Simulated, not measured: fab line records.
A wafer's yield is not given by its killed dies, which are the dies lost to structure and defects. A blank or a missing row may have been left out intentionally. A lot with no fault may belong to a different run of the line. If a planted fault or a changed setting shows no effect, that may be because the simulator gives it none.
A struck lot beside a sound one    flow sky130    15 steps out of a route of 708
Sound: these wafers, L570.2, L570.4, L570.5. Wafers struck: L576.3, L576.4, L576.5. The cause comes at the end.
At each step with rows: each side's tool, then ch and its chambers, then its first start. Under that, the readings that differ: sound wafers    struck wafers    difference of the means    sigmas: that difference in standard deviations of wafers without a fault.
alike: readings whose means differ by less than 2 such deviations, and words and numbers that are the same on both sides. not compared: withheld readings, readings that some wafer has no value for, bounds like >300 that may hide the same value, and numbers for which the record gives no deviation and whose values overlap.
The two part at a step that has a row with sigmas, a row that says differs or no value, or rows on one side only. Numbers that have no deviation but don't overlap get no sigmas and don't part them. A reading that every wafer of one side lacks parts them only if that side has two wafers or more.

first, 2 steps without rows for these wafers: SKY_LDD_LDN_IMPLANT_10; SKY_LDD_LDN_IMPLANT_11.
SKY_LDD_LDN_STRIP_12: strips in O2/N2.
  sound on plasmaAsher-01 ch 0, day 23 02:55; struck on plasmaAsher-03 ch 0,1, day 25 13:14
  alike: drypumpMotorCurrentA, oesProductAu, stripTimeToEndpointS
  not compared: rfHoursCounterH
SKY_LDD_LDN_TW_MEAS_13:
  struck on filmMetro-03, day 25 13:19; sound on filmMetro-03, day 23 03:01
  alike: LDD_LDN_TW
then, 2 steps without rows for these wafers: SKY_LDD_LDN_CLEAN_14 (cleans in SC1/SC2, time 150 s); SKY_SPACER_CVD_00 (deposits Si3N4 from DCS/NH3, target thk 43.1 nm, time 740 s).
SKY_SPACER_THK_MEAS_01:
  struck on filmMetro-03, day 25 14:38; sound on filmMetro-03, day 23 04:59
  alike: SPACER_CVD_00_THK
SKY_SPACER_ETCHBACK_02: etches Si3N4 in CH3F/O2, stops on SiO2, time 46.7 s, target depth 45 nm.
  sound on rieDiel-03 ch 0,2,3, day 23 05:02; struck on rieDiel-02 ch 1,2,3, day 25 14:41
  alike: O2_flow_sccm, drypumpMotorCurrentA, oesProductAu, throttleValvePct
  not compared: rfHoursCounterH
then, 4 steps without rows for these wafers: SKY_POLY_CUT_DEHYDRATE_00 (time 60 s); SKY_POLY_CUT_HMDS_01 (prime time 60 s); SKY_POLY_CUT_COAT_02 (resist thk 60 nm); SKY_POLY_CUT_COAT_03 (resist thk 450 nm).
SKY_POLY_CUT_SOFTBAKE_04: time 90 s.
  sound on lithoTrack-03 ch 0, day 23 19:00; struck on lithoTrack-04 ch 0, day 26 05:00
reading         sound                 struck                difference  sigmas
runLengthS (s)  118.97 119.13 119.07  123.04 123.28 123.03  +4.06       +18
then, 2 steps without rows for these wafers: SKY_POLY_CUT_EXPOSE_05 (exposes mask NPCM, target cd 270 nm); SKY_PAD_OPEN_PROBE_99.

## WHERE THEY PART
Only at SKY_POLY_CUT_SOFTBAKE_04, within this record.

WHY: whatever the simulator had introduced
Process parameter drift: lithoTrack-04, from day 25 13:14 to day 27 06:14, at SKY_POLY_CUT_SOFTBAKE_04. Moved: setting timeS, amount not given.
